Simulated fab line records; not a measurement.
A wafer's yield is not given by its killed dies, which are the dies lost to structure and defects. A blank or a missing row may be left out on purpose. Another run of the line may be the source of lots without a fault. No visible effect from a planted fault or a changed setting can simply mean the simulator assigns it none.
Problem report in the 8D (eight disciplines) form, filled by code + flow sky130 + the parts of the form that need people (team, actions taken, sign-off) are left out

1. WHAT IS WRONG
developerTempC at SKY_VT_ADJUST_HVTR_DEVELOP_06 reads a mean of 22.14 C on 6 wafers of 2 lots; wafers without a fault read 23.03 C with a standard deviation of 0.1. That is -8.9 standard deviations from the usual mean.
The step: develop time 60 s.
Seen first at day 13 06:33 on lithoTrack-03, wafer L965.1. The record has a number at this step for 42 wafers belonging to 14 lots. By rule, "out" or "out of limits" means more than 4 standard deviations away from the usual mean. The rest of the wafers with a number are treated as sound.

2. WHAT IT IS, AND WHAT IT ISN'T
| question                    | is                     | is not                                                                                 |
|-----------------------------|------------------------|----------------------------------------------------------------------------------------|
| which readings at this step | developerTempC         | chillPlateTempC                                                                        |
| which lots                  | L965, L966             | L955, L956, L957, L959, L961, L962, L963, L964, L967, L974, L975, L976                 |
| which wafers of those lots  | all that have a number | -                                                                                      |
| read on which tools         | lithoTrack-03          | lithoTrack-01, lithoTrack-04                                                           |
| when                        | from day 13 06:33      | up to then (24 sound wafers); but 12 sound wafers of L967, L974, L975, L976 came after |

3. THE SUSPECTS, EACH WITH WHAT RULES IT OUT
Counting: a tool stays on the suspect list if, at a process step up to the reading, it processed all lots that are out and no sound lot following the first of them.
- lithoTrack-03 at SKY_VT_ADJUST_HVTR_DEVELOP_06 (develop time 60 s): ruled out as a lasting fault. After its first lot that is out, L965 (day 13 06:33), sound lots L975 ran on it.
Left after counting: nothing in the record.

4. THE CAUSE (what the simulator had put in)
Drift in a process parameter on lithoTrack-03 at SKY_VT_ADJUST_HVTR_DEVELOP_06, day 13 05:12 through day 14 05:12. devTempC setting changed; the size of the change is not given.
Counting ruled it out, wrongly.

5. THE CHAIN OF EFFECTS, in route order
Each row: a reading whose mean over the struck wafers that have a number lies more than 3 standard deviations from the usual. Only readings whose record carries a usual standard deviation are examined. hours: median over the lots of the time between each lot's start at the first step of this table that gives one and its start at this step. sigmas: the change, counted in usual standard deviations.
| hours | step                          | reading        | usual   | on struck wafers | change | sigmas |
|-------|-------------------------------|----------------|---------|------------------|--------|--------|
| 0     | SKY_VT_ADJUST_HVTR_DEVELOP_06 | developerTempC | 23.03 C | 22.14            | -0.89  | -8.9   |
Its process steps:
- SKY_VT_ADJUST_HVTR_DEVELOP_06: develop time 60 s.

6. HOW IT WOULD HAVE BEEN CAUGHT EARLIER
In this record the first reading out of limits was taken at day 13 06:33, 1 hour after the fault began at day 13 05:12.
